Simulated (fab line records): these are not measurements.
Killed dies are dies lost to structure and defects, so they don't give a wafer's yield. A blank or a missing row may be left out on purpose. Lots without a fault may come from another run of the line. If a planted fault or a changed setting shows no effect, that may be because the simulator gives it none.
A struck lot beside a sound one ; flow sky130 ; 14 steps out of a route of 708
Sound: wafers L300.2, L300.4, L300.5. The struck wafers were L307.2, L307.4, L307.5. At the end, the cause is stated.
Each step with rows lists, per side, the tool, then ch with its chambers, then its first start. Under that, the readings that differ: sound wafers ; struck wafers ; difference of the means ; sigmas: that difference in standard deviations of wafers without a fault.
alike: same words and numbers on both sides, and readings whose means sit less than 2 such deviations apart. not compared: any withheld reading, any reading some wafer has no value for, any bound like >300 that may hide the same value, and any number with overlapping values for which the record gives no deviation.
A row with sigmas, a row that says differs or no value, or rows on one side alone: a step with any of these is where the two part. Numbers that have no deviation but don't overlap get no sigmas and don't part them. A reading missing from all wafers of one side parts the sides only when that side holds two or more wafers.

first, 3 steps without rows for these wafers: SKY_METAL2_CLEAN_22 (cleans in IPA, time 180 s); SKY_METAL2_CLEAN_23 (cleans in O3/DIW); SKY_VIA2_HDPCVD_00 (deposits SiO2, target thk 1180 nm, time 196.7 s).
SKY_VIA2_THK_MEAS_01:
  sound on film metro-02 at day 37 16:04; struck on film metro-04 at day 39 04:29
  alike: VIA2_HDPCVD_THK
SKY_VIA2_CMP_02: polishes SiO2.
  sound on cmp-02 ch 0,3, day 37 16:07; struck on cmp-01 ch 0,2,3, day 39 04:35
  alike: motor current A
SKY_VIA2_BOW_MEAS_03:
  sound on film metro-02 at day 37 16:26; struck on film metro-04 at day 39 04:51
  alike: VIA2_BOW
then, 6 steps without rows for these wafers: SKY_VIA2_DEHYDRATE_04 (time 60 s); SKY_VIA2_HMDS_05 (prime time 60 s); SKY_VIA2_COAT_06 (resist thk 60 nm); SKY_VIA2_COAT_07 (resist thk 450 nm); SKY_VIA2_SOFTBAKE_08 (time 90 s); SKY_VIA2_EXPOSE_09 (exposes mask VIM2, target cd 200 nm).
SKY_VIA2_PEB_10:
  struck on litho track-04, day 40 04:00; sound on litho track-02 ch 0, day 38 17:00
reading;sound;struck;difference;sigmas
exhaust pa (Pa);45.8 44.0 44.4;- - -;no value on the struck wafers;
  not compared: chill plate temp C
then, 1 step without rows for these wafers: SKY_VIA2_DEVELOP_11 (develop time 60 s).

## WHERE THEY PART
Only at SKY_VIA2_PEB_10, within this record.

WHY: whatever the simulator had introduced
Skipped step whole: litho track-04, from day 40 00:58 on, at SKY_VIA2_PEB_10. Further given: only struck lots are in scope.
